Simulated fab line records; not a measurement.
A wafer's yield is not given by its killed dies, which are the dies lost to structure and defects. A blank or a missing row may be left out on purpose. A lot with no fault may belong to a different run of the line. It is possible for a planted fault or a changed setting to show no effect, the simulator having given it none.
8D (eight disciplines) problem report, filled in by code + flow sky130 + the parts of the form that need people (team, actions taken, sign-off) are left out

1. WHAT IS WRONG
Across 6 wafers from 2 lots, POLY_GATE_CVD_00_THK at SKY_POLY_GATE_THK_MEAS_01 averages 127.9 nm, while fault-free wafers read 180.8 nm with a standard deviation of 1.8. Measured from the usual mean, that is -29 standard deviations.
First observed at day 16 20:00: wafer L369.2, on film-metro-03. The record has a number at this step for 33 wafers belonging to 11 lots. The rule behind "out" and "out of limits": a value lying over 4 standard deviations away from the usual mean. The rest of the wafers with a number are treated as sound.

2. WHAT IT IS, WHAT IT ISN'T
| question                    | is                           | is not                                                                                       |
|-----------------------------|------------------------------|----------------------------------------------------------------------------------------------|
| which readings at this step | POLY_GATE_CVD_00_THK         | -                                                                                            |
| which lots                  | L369, L371                   | L361, L362, L363, L366, L379, L380, L382, L383, L384                                         |
| which wafers of those lots  | all that have a number       | -                                                                                            |
| read on which gauges        | film-metro-02, film-metro-03 | film-metro-01                                                                                |
| when                        | from day 16 20:00            | up to then (12 sound wafers); but 15 sound wafers of L379, L380, L382, L383, L384 came after |

3. THE SUSPECTS, EACH WITH WHAT RULES IT OUT
Counting: a tool at any process step up to the reading remains a suspect when it ran all the lots that are out and ran no sound lot after the first of those.
- ruled out: the gauge at SKY_POLY_GATE_THK_MEAS_01. 2 gauges (film-metro-02, film-metro-03) read the wafers that are out.
- lpcvd-01 at SKY_POLY_GATE_CVD_00 (deposits poly-Si, target thk 180 nm, time 720 s): ruled out as a lasting fault. Following L369 (day 16 18:47), the first lot on it that is out, the sound lots L379, L380, L382, L383, L384 were run on it.
Left after counting: nothing in the record.

4. THE CAUSE (what the simulator had put in)
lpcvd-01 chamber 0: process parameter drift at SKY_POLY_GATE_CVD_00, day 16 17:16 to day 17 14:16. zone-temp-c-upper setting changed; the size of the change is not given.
It was ruled out by counting, in error; the rule expects a fault to strike all lots run on its tool from its start on, and this fault did not.

5. THE CHAIN OF EFFECTS, in route order
One row per reading whose mean, taken over the struck wafers that have a number, lies over 3 standard deviations from the usual. Readings are gone through only where the record gives a usual standard deviation; hours: the median, over the lots, of the time from a lot's start at the first step in this table giving one to that lot's start at this step; sigmas: the change measured in usual standard deviations.
| hours | step                      | reading               | usual      | on struck wafers | change | sigmas |
|-------|---------------------------|-----------------------|------------|------------------|--------|--------|
| 0     | SKY_POLY_GATE_CVD_00      | spike-tc-centre-C     | 619.8 C    | 628.0            | +8.2   | +6.8   |
| 0     | SKY_POLY_GATE_CVD_00      | spike-tc-top-C        | 637 C      | 650              | +14    | +4.4   |
| 0     | SKY_POLY_GATE_CVD_00      | spike-tc-upper-C      | 619.8 C    | 564.9            | -54.9  | -46    |
| 0     | SKY_POLY_GATE_CVD_00      | zone-power-centre-pct | 8.55 %     | 12.81            | +4.26  | +24    |
| 0     | SKY_POLY_GATE_CVD_00      | zone-power-top-pct    | 19.5 %     | 24.7             | +5.2   | +8.6   |
| 0     | SKY_POLY_GATE_CVD_00      | zone-power-upper-pct  | 7.9 %      | 0.0              | -7.9   | -9.9   |
| 2     | SKY_POLY_GATE_THK_MEAS_01 | POLY_GATE_CVD_00_THK  | 180.8 nm   | 127.9            | -52.9  | -29    |
| 64    | SKY_POLY_GATE_ETCH_17     | oes-product-au        | 0.985 a.u. | 0.787            | -0.198 | -24    |
The process steps in it:
- SKY_POLY_GATE_CVD_00: deposits poly-Si, target thk 180 nm, time 720 s.
- SKY_POLY_GATE_ETCH_17: etches poly-Si in HBr/Cl2, stops on SiO2, target depth 180 nm, time 70.5 s.
Later steps that measure or inspect, where all struck wafers having a row at the step show a number for every such reading and not one has moved that far: SKY_POLY_GATE_THK_MEAS_21, SKY_LDD_P_CD_MEAS_07.

6. WHAT WOULD HAVE CAUGHT IT SOONER
3 hours passed between the start of the fault at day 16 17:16 and the first reading out of limits at a measuring or inspecting step in this record, taken at day 16 20:00.
The tool's own readings at SKY_POLY_GATE_CVD_00 were out on every struck wafer that the step has a row for (spike-tc-centre-C, spike-tc-upper-C, zone-power-centre-pct, zone-power-top-pct, zone-power-upper-pct): an alarm limit on them would have fired on the first of those.
